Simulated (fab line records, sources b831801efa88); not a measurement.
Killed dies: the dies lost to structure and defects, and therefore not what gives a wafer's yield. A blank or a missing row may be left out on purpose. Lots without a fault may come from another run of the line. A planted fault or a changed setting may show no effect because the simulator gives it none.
Chamber matching ; flow sky130 ; rieDiel-01 running SKY_METAL3_ETCH_17: 4 sister chambers
The step etches SiO2 in C4F8/O2/Ar, stops on TiN, time 3.9 s, target depth 15 nm. 4 wafers are shown with their chamber, then 7 later ones without.

## EACH WAFER AND ITS CHAMBER
wafer;chamber;oesProductAu (a.u.)
L076.1;2;0.739
L080.5;0;0.753
L084.2;1;0.757
L084.5;3;0.752

## WAFERS WHOSE CHAMBER IS MISSING
wafer;oesProductAu (a.u.)
L084.6;0.758
L083.1;0.748
L083.2;0.750
L083.4;0.754
L091.2;0.754
L091.3;0.747
L091.5;0.754

## WHICH CHAMBER EACH ONE RAN IN
wafer;from the rows above;in truth
L084.6;can't be placed: 1 or 0 or 3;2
L083.1;can't be placed: 3 or 0 or 1 or 2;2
L083.2;can't be placed: 3 or 0 or 1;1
L083.4;can't be placed: 0 or 3 or 1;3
L091.2;can't be placed: 0 or 3 or 1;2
L091.3;can't be placed: 3 or 0 or 2 or 1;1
L091.5;can't be placed: 0 or 3 or 1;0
Placed correctly: 0 of 7. Cannot be placed on the basis of these rows: 7; the candidates contain the true chamber in 5. 0 placed wrongly.
How it was worked out, from the rows above alone: a wafer's distance from a chamber is the root of the sum, over the readings, of the square of ((its reading less the chamber's mean) divided by the reading's scatter). The wafer belongs to the nearest chamber; if the next one is less than 2 further off, it can't be placed. Each chamber's mean is taken over the wafers shown for it. The scatter: with one shown wafer a chamber, the root of the mean of the squares of how far each hidden wafer lies from its nearest shown one.
